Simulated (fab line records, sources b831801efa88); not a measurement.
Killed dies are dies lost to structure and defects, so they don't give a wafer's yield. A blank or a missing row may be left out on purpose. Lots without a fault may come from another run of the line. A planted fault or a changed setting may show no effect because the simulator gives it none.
fab line records | flow gf180mcu
record lots=5 wafers=23
route steps=602 shown STI@2 NWELL@44 LVPWELL@62 VT_IMPLANT@92
start_h: hours from the record's first day to the start of the lot's first wafer shown | wait_h: hours since the lot's step before | " the same as in the row above | L1.1+2: a row that stands for several wafers | - no value, or no start given | * or withheld: withheld | < > ~ a bound
route shown NAME@n: a module of which the file shows steps, and the number in the route of the first | usual: mean/standard deviation of fault-free wafers | same: alike in all rows | chamber/n: place in a boat | sites: the reading at each site | _std_site: their standard deviation | _edge_site: outer sites' mean less inner sites' | radius_mm: how far each site lies from the wafer's centre | mask NAME#n: copy n | behind: the tool/chamber that last shaped the wafer | hold: why the lot was held/for how many hours/how that ended | device: the transistor (n, p or np) that didn't switch | end of line: the same wafers' tests at the end of the route | a step without rows: its recipe alone | killed: dies lost to structure and defects at the first sort, not the wafer's yield | map: a wafer's dies, x killed, . not, _ none there
set.NAME: the setting as run; set.NAME@STEP: as run at that earlier step | model.NAME: the simulator's own value behind a step, which no gauge read
lots whose settings were changed on purpose; a table a step, a row a wafer
## steps
# step GF_STI_OXIDATION_01
# recipe temp_c=900 ambient=O2 stabilise_s=600 purge_s=300 target_thk_a=100 ox_time_s=1418
# columns lot.wafer tool chamber start_h wait_h set.temp_c model.SiO2_of_STI_OXIDATION_01.thk_nm
L074.1 - - - 0.1 900 10.15
L074.2 " - " " 900 10.24
L074.3 " - " " 900 10.34
L074.4 " - " " 900 10.14
L074.5 " - " " 900 10.28
L078.1 - - - 0.1 888.6 8.875
L078.3 " - " " 888.6 8.72
L078.4 " - " " 888.6 8.804
L078.5 " - " " 888.6 8.675
L078.6 " - " " 888.6 8.636
L082.1 - - - 0.1 890.4 9.135
L082.3 " - " " 890.4 8.88
L082.4 " - " " 890.4 9.046
L082.5 " - " " 890.4 8.876
L082.6 " - " " 890.4 8.772
L084.1 - - - 0.1 910.8 11.41
L084.3 " - " " 910.8 11.37
L084.4 " - " " 910.8 11.34
L084.5 " - " " 910.8 11.57
L084.6 " - " " 910.8 11.44
L085.3 furnace-02 0 65.59 0.5 900 10.07
L085.5 " 0 " " 900 10.14
L085.6 " 0 " " 900 10.13
# step GF_STI_THK_MEAS_02
# recipe reads=SiO2_of_STI_OXIDATION_01
# usual STI_OXIDATION_THK=10.08/0.18
# columns lot.wafer tool chamber start_h wait_h set.temp_c@STI_OXIDATION_01 STI_OXIDATION_THK[nm]
L074.1 film_metro-04 - - - 900 10.15
L074.2 " - " " 900 10.27
L074.3 " - " " 900 10.33
L074.4 " - " " 900 10.08
L074.5 " - " " 900 10.25
L078.1 film_metro-02 - - - 888.6 8.90
L078.3 " - " " 888.6 8.77
L078.4 " - " " 888.6 8.75
L078.5 " - " " 888.6 8.67
L078.6 " - " " 888.6 8.67
L082.1 film_metro-02 - - - 890.4 9.14
L082.3 " - " " 890.4 8.85
L082.4 " - " " 890.4 9.02
L082.5 " - " " 890.4 8.94
L082.6 " - " " 890.4 8.76
L084.1 film_metro-03 - - - 910.8 11.50
L084.3 " - " " 910.8 11.37
L084.4 " - " " 910.8 11.36
L084.5 " - " " 910.8 11.61
L084.6 " - " " 910.8 11.51
L085.3 film_metro-02 - 67.00 0.0 900 10.11
L085.5 " - " " 900 10.15
L085.6 " - " " 900 10.14
# step GF_STI_COAT_07
# recipe resist=KrF spin_rpm=withheld resist_thk_nm=700
# columns lot.wafer tool chamber start_h wait_h set.resist_thk_nm model.KrF_of_STI_COAT_07.thk_nm
L074.1 litho_track-03 0 19.07 0.1 700 701.1
L074.2 " 0 " " 700 700.2
L074.3 " 0 " " 700 698.2
L074.4 " 0 " " 700 699.8
L074.5 " 0 " " 700 699.5
L078.1 litho_track-04 0 39.57 0.1 678 679.3
L078.3 " 0 " " 700 702.7
L078.4 " 0 " " 678 680.3
L078.5 " 0 " " 700 702.9
L078.6 " 0 " " 700 702.5
L082.1 litho_track-02 0 59.78 0.1 700 698.9
L082.3 " 0 " " 715.8 716.6
L082.4 " 0 " " 700 701.6
L082.5 " 0 " " 700 704
L082.6 " 0 " " 715.8 717.5
L084.1 litho_track-02 0 69.68 0.1 700 699.9
L084.3 " 0 " " 676.9 677.3
L084.4 " 0 " " 676.9 676.9
L084.5 " 0 " " 700 698.8
L084.6 " 0 " " 700 700.2
L085.3 litho_track-03 0 75.52 0.1 700 698.1
L085.5 " 0 " " 700 701.3
L085.6 " 0 " " 700 699.5
# step GF_STI_ETCH_13
# recipe chemistry=CHF3/O2 stop_on=Si over_etch_frac=0.3 target_depth_a=2823.1 source_w=600 bias_w=200 pressure_mtorr=40 chf3_flow_sccm=50 O2_flow_sccm=5 time_s=112.9
# usual oes_product_au=0.830/0.0073
# columns lot.wafer tool chamber start_h wait_h set.time_s oes_product_au
L074.1 rie_diel-04 1 25.09 0.1 112.9 0.831
L074.2 " 3 " " 108.4 0.849
L074.3 " 0 " " 112.9 0.818
L074.4 " 2 " " 108.4 0.843
L074.5 " 1 " " 108.4 0.842
L078.1 rie_diel-01 0 46.44 0.1 112.9 0.828
L078.3 " 2 " " 112.9 0.831
L078.4 " 3 " " 103.8 0.870
L078.5 " 0 " " 103.8 0.873
L078.6 " 3 " " 112.9 0.841
L082.1 rie_diel-04 3 66.64 0.1 112.9 0.834
L082.3 " 2 " " 112.9 0.828
L082.4 " 0 " " 112.9 0.830
L082.5 " 1 " " 112.9 0.826
L082.6 " 0 " " 112.9 0.826
L084.1 rie_diel-04 1 76.83 0.1 112.9 0.819
L084.3 " 2 " " 112.9 0.828
L084.4 " 0 " " 112.9 0.827
L084.5 " 3 " " 112.9 0.832
L084.6 " 0 " " 112.9 0.826
L085.3 rie_diel-01 2 82.38 0.1 112.9 0.837
L085.5 " 1 " " 112.9 0.839
L085.6 " 0 " " 112.9 0.836
# step GF_STI_CVD_23
# recipe material=SiO2 target_thk_nm=650 sigma_open_frac=0.3 time_s=108.3 temp_c=600 sih4_flow_sccm=60 pressure_mtorr=6
# columns lot.wafer tool chamber start_h wait_h set.sih4_flow_sccm model.SiO2_of_STI_CVD_23.thk_nm
L074.1 hdpcvd-02 0 27.22 0.1 57.49 634.8
L074.2 " 2 " " 57.49 637.7
L074.3 " 1 " " 60 655.3
L074.4 " 1 " " 60 661.3
L074.5 " 2 " " 60 655.6
L078.1 hdpcvd-01 0 48.70 0.1 65.25 703.6
L078.3 " 1 " " 60 649.7
L078.4 " 2 " " 60 651.3
L078.5 " 0 " " 65.25 702.2
L078.6 " 1 " " 65.25 709.6
L082.1 hdpcvd-02 1 68.43 0.1 62.65 682.9
L082.3 " 0 " " 60 652.7
L082.4 " 2 " " 62.65 680.5
L082.5 " 0 " " 60 665.3
L082.6 " 1 " " 60 660.2
L084.1 hdpcvd-02 1 80.25 0.1 60 662.6
L084.3 " 2 " " 60 662.1
L084.4 " 2 " " 54.6 598.6
L084.5 " 1 " " 54.6 601.6
L084.6 " 0 " " 60 663.3
L085.3 hdpcvd-01 1 84.73 0.0 60 651.4
L085.5 " 2 " " 60 642.7
L085.6 " 0 " " 60 645.3
# step GF_STI_THK_MEAS_24
# recipe reads=SiO2_of_STI_CVD_23
# usual STI_CVD_23_THK=653/5.6
# columns lot.wafer tool chamber start_h wait_h set.sih4_flow_sccm@STI_CVD_23 STI_CVD_23_THK[nm]
L074.1 film_metro-03 - 27.29 0.0 57.49 635
L074.2 " - " " 57.49 637
L074.3 " - " " 60 655
L074.4 " - " " 60 661
L074.5 " - " " 60 655
L078.1 film_metro-02 - 48.78 0.0 65.25 703
L078.3 " - " " 60 649
L078.4 " - " " 60 651
L078.5 " - " " 65.25 702
L078.6 " - " " 65.25 709
L082.1 film_metro-03 - 68.50 0.0 62.65 683
L082.3 " - " " 60 653
L082.4 " - " " 62.65 681
L082.5 " - " " 60 666
L082.6 " - " " 60 661
L084.1 film_metro-03 - 80.33 0.0 60 662
L084.3 " - " " 60 662
L084.4 " - " " 54.6 599
L084.5 " - " " 54.6 602
L084.6 " - " " 60 663
L085.3 film_metro-02 - 84.83 0.1 60 652
L085.5 " - " " 60 643
L085.6 " - " " 60 646
# step GF_STI_OXIDATION_29
# recipe temp_c=900 ambient=O2 stabilise_s=600 purge_s=300 target_thk_a=100 ox_time_s=1418
# columns lot.wafer tool chamber start_h wait_h set.ox_time_s model.SiO2_of_STI_OXIDATION_29.thk_nm
L074.1 - - - 0.0 1418 10.17
L074.2 " - " " 1418 10.26
L074.3 " - " " 1418 10.04
L074.4 " - " " 1418 9.969
L074.5 " - " " 1418 10.11
L078.1 - - - 0.0 1418 10.24
L078.3 " - " " 1418 10.18
L078.4 " - " " 1418 10.3
L078.5 " - " " 1418 10.21
L078.6 " - " " 1418 10.22
L082.1 - - - 0.0 1208 9.025
L082.3 " - " " 1208 8.984
L082.4 " - " " 1208 9.061
L082.5 " - " " 1208 8.953
L082.6 " - " " 1208 8.874
L084.1 - - - 1.7 1232 8.994
L084.3 " - " " 1232 9.05
L084.4 " - " " 1232 8.993
L084.5 " - " " 1232 9.128
L084.6 " - " " 1232 9.024
L085.3 furnace-01 0 86.51 0.8 1418 10.14
L085.5 " 0 " " 1418 9.971
L085.6 " 0 " " 1418 10.02
# step GF_STI_THK_MEAS_30
# recipe reads=SiO2_of_STI_OXIDATION_29
# usual STI_OXIDATION_02_THK=10.06/0.13
# columns lot.wafer tool chamber start_h wait_h set.ox_time_s@STI_OXIDATION_29 STI_OXIDATION_02_THK[nm]
L074.1 film_metro-02 - - - 1418 10.19
L074.2 " - " " 1418 10.27
L074.3 " - " " 1418 10.09
L074.4 " - " " 1418 9.96
L074.5 " - " " 1418 10.13
L078.1 film_metro-03 - - - 1418 10.25
L078.3 " - " " 1418 10.24
L078.4 " - " " 1418 10.27
L078.5 " - " " 1418 10.21
L078.6 " - " " 1418 10.19
L082.1 film_metro-02 - - - 1208 9.02
L082.3 " - " " 1208 8.95
L082.4 " - " " 1208 9.04
L082.5 " - " " 1208 8.94
L082.6 " - " " 1208 8.86
L084.1 film_metro-02 - - - 1232 8.97
L084.3 " - " " 1232 9.07
L084.4 " - " " 1232 9.03
L084.5 " - " " 1232 9.19
L084.6 " - " " 1232 9.10
L085.3 film_metro-03 - 87.93 0.0 1418 10.14
L085.5 " - " " 1418 10.00
L085.6 " - " " 1418 10.00
# step GF_NWELL_COAT_02
# recipe spin_rpm=2000 resist_thk_nm=3000
# columns lot.wafer tool chamber start_h wait_h set.spin_rpm model.coat_of_NWELL_COAT_02.thk_nm
L074.1 litho_track-02 0 48.18 0.1 2145 2884
L074.2 " 0 " " 2145 2879
L074.3 " 0 " " 2145 2889
L074.4 " 0 " " 2000 2992
L074.5 " 0 " " 2000 2997
L078.1 litho_track-03 0 70.92 0.1 1867 3110
L078.3 " 0 " " 1867 3118
L078.4 " 0 " " 1867 3111
L078.5 " 0 " " 2000 3006
L078.6 " 0 " " 2000 3001
L082.1+6 litho_track-02 0 90.83 0.1 2000 2995
L082.3 " 0 " " 2000 2999
L082.4 " 0 " " 2000 2993
L082.5 " 0 " " 2000 3001
L084.1 litho_track-01 0 105.38 0.1 2000 2992
L084.3 " 0 " " 2000 2990
L084.4 " 0 " " 1871 3093
L084.5 " 0 " " 2000 2994
L084.6 " 0 " " 1871 3086
L085.3 litho_track-02 0 109.48 0.1 2000 2999
L085.5 " 0 " " 2000 3002
L085.6 " 0 " " 2000 3003
# step GF_NWELL_SOFTBAKE_03
# recipe temp_c=110 time_s=withheld
# columns lot.wafer tool chamber start_h wait_h set.temp_c
L074.1+2+5 litho_track-02 0 48.33 0.1 110
L074.3+4 " 0 " " 113.2
L078.1+5 litho_track-03 0 71.07 0.1 108.1
L078.3+4+6 " 0 " " 110
L082.1+3+4 litho_track-02 0 90.98 0.1 113.7
L082.5+6 " 0 " " 110
L084.1+6 litho_track-01 0 105.53 0.1 110
L084.3+4+5 " 0 " " 107.4
L085.3+5+6 litho_track-02 0 109.65 0.1 110
# step GF_NWELL_EXPOSE_04
# recipe mask_id=Nwell target_cd_nm=860 na=0.6 source_shape=conventional sigma_outer=0.6 dose_mj=260
# step GF_NWELL_PEB_05
# recipe temp_c=115 time_s=withheld
# step GF_NWELL_IMPLANT_08
# recipe species=P energy_kev=450 dose_cm2=1.5e+13 tilt_deg=0
# step GF_NWELL_IMPLANT_09
# recipe species=P energy_kev=160 dose_cm2=4e+12 tilt_deg=0
# step GF_NWELL_STRIP_10
# recipe chemistry=O2/N2 power_w=1400 pressure_mtorr=1500 platen_temp_c=250 o2_flow_sccm=3000 n2_flow_sccm=300 overash_fraction=0.5
# usual strip_time_to_endpoint_s=36.89/0.078
# columns lot.wafer tool chamber start_h wait_h set.spin_rpm@NWELL_COAT_02 strip_time_to_endpoint_s
L074.1 plasma_asher-02 0 55.47 0.1 2145 35.61
L074.2 " 1 " " 2145 35.57
L074.3 " 1 " " 2145 35.38
L074.4 " 0 " " 2000 36.56
L074.5 " 0 " " 2000 36.90
L078.1 plasma_asher-04 1 78.15 0.1 1867 38.39
L078.3 " 0 " " 1867 38.31
L078.4 " 1 " " 1867 38.22
L078.5 " 1 " " 2000 37.19
L078.6 " 0 " " 2000 36.95
L082.1 plasma_asher-02 0 97.87 0.1 2000 36.54
L082.3 " 0 " " 2000 36.59
L082.4 " 1 " " 2000 36.51
L082.5 " 1 " " 2000 36.97
L082.6 " 0 " " 2000 36.89
L084.1 plasma_asher-03 0 112.02 0.1 2000 36.84
L084.3 " 0 " " 2000 37.09
L084.4 " 1 " " 1871 38.27
L084.5 " 1 " " 2000 37.14
L084.6 " 0 " " 1871 37.93
L085.3 plasma_asher-04 0 117.07 0.1 2000 36.94
L085.5 " 0 " " 2000 36.98
L085.6 " 1 " " 2000 36.99
# step GF_LVPWELL_IMPLANT_08
# recipe species=B energy_kev=170 dose_cm2=1.5e+13 tilt_deg=0
# columns lot.wafer tool chamber start_h wait_h set.dose_cm2
L074.1+5 implanter-02 0 68.92 0.0 1.5e+13
L074.2+3+4 " 0 " " 1.692e+13
L078.1+3+5 implanter-04 0 91.87 0.0 1.5e+13
L078.4+6 " 0 " " 1.623e+13
L082.1+3+4+5+6 implanter-04 0 111.19 0.0 1.5e+13
L084.1+4+5 implanter-01 0 127.01 0.0 1.327e+13
L084.3+6 " 0 " " 1.5e+13
L085.3+5+6 implanter-04 0 131.67 0.1 1.5e+13
# step GF_LVPWELL_IMPLANT_09
# recipe species=B energy_kev=60 dose_cm2=5e+12 tilt_deg=0
# step GF_LVPWELL_STRIP_10
# recipe chemistry=O2/N2 power_w=1400 pressure_mtorr=1500 platen_temp_c=250 o2_flow_sccm=3000 n2_flow_sccm=300 overash_fraction=0.5
# step GF_LVPWELL_TW_MEAS_11
# usual LVPWELL_TW=560/4.2
# columns lot.wafer tool chamber start_h wait_h set.dose_cm2@LVPWELL_IMPLANT_08 LVPWELL_TW
L074.1 film_metro-03 - 69.32 0.1 1.5e+13 553
L074.2 " - " " 1.692e+13 572
L074.3 " - " " 1.692e+13 575
L074.4 " - " " 1.692e+13 571
L074.5 " - " " 1.5e+13 555
L078.1 film_metro-02 - 92.27 0.1 1.5e+13 556
L078.3 " - " " 1.5e+13 556
L078.4 " - " " 1.623e+13 570
L078.5 " - " " 1.5e+13 556
L078.6 " - " " 1.623e+13 568
L082.1 film_metro-01 - 111.65 0.1 1.5e+13 567
L082.3 " - " " 1.5e+13 566
L082.4 " - " " 1.5e+13 568
L082.5 " - " " 1.5e+13 567
L082.6 " - " " 1.5e+13 563
L084.1 film_metro-03 - 127.41 0.1 1.327e+13 538
L084.3 " - " " 1.5e+13 554
L084.4 " - " " 1.327e+13 537
L084.5 " - " " 1.327e+13 539
L084.6 " - " " 1.5e+13 557
L085.3 film_metro-01 - 132.04 0.1 1.5e+13 565
L085.5 " - " " 1.5e+13 566
L085.6 " - " " 1.5e+13 563
# step GF_VT_IMPLANT_COAT_02
# recipe resist=NOVOLAK spin_rpm=3000 resist_thk_nm=1000
# columns lot.wafer tool chamber start_h wait_h set.spin_rpm model.NOVOLAK_of_VT_IMPLANT_COAT_02.thk_nm
L074.1+2 litho_track-03 0 103.86 0.1 2848 1028
L074.3 " 0 " " 3000 1002
L074.4 " 0 " " 3000 1000
L074.5 " 0 " " 2848 1030
L078.1 litho_track-02 0 127.33 0.1 3000 1007
L078.3 " 0 " " 3000 1006
L078.4+6 " 0 " " 3000 1003
L078.5 " 0 " " 3000 1005
L082.1+3 litho_track-01 0 150.23 0.1 3000 1004
L082.4 " 0 " " 3097 986.7
L082.5 " 0 " " 3000 1007
L082.6 " 0 " " 3097 988
L084.1 litho_track-01 0 166.58 0.1 3000 1000
L084.3 " 0 " " 3000 997.2
L084.4+6 " 0 " " 3000 1001
L084.5 " 0 " " 3000 1002
L085.3 litho_track-02 0 171.03 0.1 3000 998
L085.5 " 0 " " 3000 997.6
L085.6 " 0 " " 3000 995.1
# step GF_VT_IMPLANT_IMPLANT_08
# recipe species=BF2 energy_kev=20 dose_cm2=8.29e+12 tilt_deg=7
# columns lot.wafer tool chamber start_h wait_h set.energy_kev model.implant.rp_nm model.implant.drp_nm
L074.1+2+3+4+5 implanter-01 0 110.52 0.0 20 17.06 9.752
L078.1+4 implanter-02 0 135.52 0.0 18.74 16.73 9.316
L078.3+5+6 " 0 " " 20 17.6 9.752
L082.1+3+4 implanter-01 0 159.00 0.0 19.34 16.62 9.524
L082.5+6 " 0 " " 20 17.06 9.752
L084.1+3+4+5+6 implanter-03 0 175.10 0.0 20 16.95 9.752
L085.3+5+6 implanter-03 0 179.10 0.1 20 16.98 9.752
# step GF_VT_IMPLANT_STRIP_09
# recipe chemistry=O2/N2 power_w=1400 pressure_mtorr=1500 platen_temp_c=250 o2_flow_sccm=3000 n2_flow_sccm=300 overash_fraction=0.5
# usual strip_time_to_endpoint_s=12.65/0.034
# columns lot.wafer tool chamber start_h wait_h set.spin_rpm@VT_IMPLANT_COAT_02 strip_time_to_endpoint_s
L074.1 plasma_asher-03 0 110.67 0.1 2848 12.90
L074.2 " 1 " " 2848 12.90
L074.3 " 0 " " 3000 12.65
L074.4 " 1 " " 3000 12.62
L074.5 " 0 " " 2848 12.92
L078.1 plasma_asher-04 0 135.67 0.1 3000 12.70
L078.3 " 0 " " 3000 12.69
L078.4 " 1 " " 3000 12.67
L078.5 " 0 " " 3000 12.67
L078.6 " 1 " " 3000 12.65
L082.1 plasma_asher-02 0 159.15 0.1 3000 12.66
L082.3 " 1 " " 3000 12.67
L082.4 " 0 " " 3097 12.48
L082.5 " 0 " " 3000 12.69
L082.6 " 1 " " 3097 12.48
L084.1 plasma_asher-04 0 175.25 0.1 3000 12.64
L084.3 " 0 " " 3000 12.61
L084.4 " 1 " " 3000 12.64
L084.5 " 1 " " 3000 12.63
L084.6 " 0 " " 3000 12.65
L085.3 plasma_asher-03 1 179.23 0.1 3000 12.61
L085.5 " 0 " " 3000 12.60
L085.6 " 1 " " 3000 12.58
# step GF_VT_IMPLANT_TW_MEAS_10
# usual VT_IMPLANT_TW=566/3.9
# columns lot.wafer tool chamber start_h wait_h set.energy_kev@VT_IMPLANT_IMPLANT_08 VT_IMPLANT_TW
L074.1 film_metro-01 - 110.91 0.2 20 568
L074.2 " - " " 20 566
L074.3 " - " " 20 571
L074.4 " - " " 20 570
L074.5 " - " " 20 566
L078.1 film_metro-01 - 135.77 0.1 18.74 558
L078.3 " - " " 20 567
L078.4 " - " " 18.74 557
L078.5 " - " " 20 565
L078.6 " - " " 20 564
L082.1 film_metro-03 - 159.25 0.1 19.34 559
L082.3 " - " " 19.34 560
L082.4 " - " " 19.34 558
L082.5 " - " " 20 565
L082.6 " - " " 20 565
L084.1 film_metro-04 - 175.35 0.1 20 567
L084.3 " - " " 20 569
L084.4 " - " " 20 567
L084.5 " - " " 20 568
L084.6 " - " " 20 570
L085.3 film_metro-01 - 179.32 0.1 20 566
L085.5 " - " " 20 566
L085.6 " - " " 20 566
# step GF_VT_IMPLANT_IMPLANT_30
# recipe species=B energy_kev=25 dose_cm2=2.534e+12 tilt_deg=7
# columns lot.wafer tool chamber start_h wait_h set.energy_kev model.implant.rp_nm model.implant.drp_nm
L074.1+3 implanter-03 0 139.77 0.0 25 83.38 35.62
L074.2+4+5 " 0 " " 24.35 81.24 34.54
L078.1+5+6 implanter-02 0 166.77 0.0 25 82.91 35.62
L078.3+4 " 0 " " 23.45 77.83 33.05
L082.1+3+6 implanter-03 0 191.57 0.0 25 83.4 35.62
L082.4+5 " 0 " " 26.19 87.31 37.6
L084.1+3+4+5+6 implanter-03 0 209.12 0.0 25 81.1 35.62
L085.3+5+6 implanter-01 0 213.37 0.1 25 82.37 35.62
## key
split step=GF_STI_OXIDATION_01 setting=temp_c stated=900 by=lot
response step=GF_STI_OXIDATION_01 reading=model.SiO2_of_STI_OXIDATION_01.thk_nm change=+1.1 per=1% r=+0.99
response step=GF_STI_THK_MEAS_02 reading=STI_OXIDATION_THK change=+1.11 per=1% r=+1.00
split step=GF_STI_COAT_07 setting=resist_thk_nm stated=700 by=wafer
response step=GF_STI_COAT_07 reading=model.KrF_of_STI_COAT_07.thk_nm change=+7.01 per=1% r=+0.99
split step=GF_STI_ETCH_13 setting=time_s stated=112.9 by=wafer
response step=GF_STI_ETCH_13 reading=oes_product_au change=-0.00477 per=1% r=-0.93
split step=GF_STI_CVD_23 setting=sih4_flow_sccm stated=60 by=wafer
response step=GF_STI_CVD_23 reading=model.SiO2_of_STI_CVD_23.thk_nm change=+6.31 per=1% r=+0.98
response step=GF_STI_THK_MEAS_24 reading=STI_CVD_23_THK change=+6.31 per=1% r=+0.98
split step=GF_STI_OXIDATION_29 setting=ox_time_s stated=1418 by=lot
response step=GF_STI_OXIDATION_29 reading=model.SiO2_of_STI_OXIDATION_29.thk_nm change=+0.0807 per=1% r=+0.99
response step=GF_STI_THK_MEAS_30 reading=STI_OXIDATION_02_THK change=+0.0811 per=1% r=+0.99
split step=GF_NWELL_COAT_02 setting=spin_rpm stated=2000 by=wafer
response step=GF_NWELL_COAT_02 reading=model.coat_of_NWELL_COAT_02.thk_nm change=-15.6 per=1% r=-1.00
response step=GF_NWELL_STRIP_10 reading=strip_time_to_endpoint_s change=* per=1% r=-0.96
split step=GF_NWELL_SOFTBAKE_03 setting=temp_c stated=110 by=wafer
response none clear
split step=GF_LVPWELL_IMPLANT_08 setting=dose_cm2 stated=1.5e+13 by=wafer
response step=GF_LVPWELL_TW_MEAS_11 reading=LVPWELL_TW change=+1.49 per=1% r=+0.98
split step=GF_VT_IMPLANT_COAT_02 setting=spin_rpm stated=3000 by=wafer
response step=GF_VT_IMPLANT_COAT_02 reading=model.NOVOLAK_of_VT_IMPLANT_COAT_02.thk_nm change=-5.44 per=1% r=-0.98
response step=GF_VT_IMPLANT_STRIP_09 reading=strip_time_to_endpoint_s change=* per=1% r=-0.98
split step=GF_VT_IMPLANT_IMPLANT_08 setting=energy_kev stated=20 by=wafer
response step=GF_VT_IMPLANT_IMPLANT_08 reading=model.implant.rp_nm change=+0.137 per=1% r=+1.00
response step=GF_VT_IMPLANT_IMPLANT_08 reading=model.implant.drp_nm change=+0.0691 per=1% r=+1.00
response step=GF_VT_IMPLANT_TW_MEAS_10 reading=VT_IMPLANT_TW change=+1.39 per=1% r=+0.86
split step=GF_VT_IMPLANT_IMPLANT_30 setting=energy_kev stated=25 by=wafer
response step=GF_VT_IMPLANT_IMPLANT_30 reading=model.implant.rp_nm change=+0.82 per=1% r=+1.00
response step=GF_VT_IMPLANT_IMPLANT_30 reading=model.implant.drp_nm change=+0.415 per=1% r=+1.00
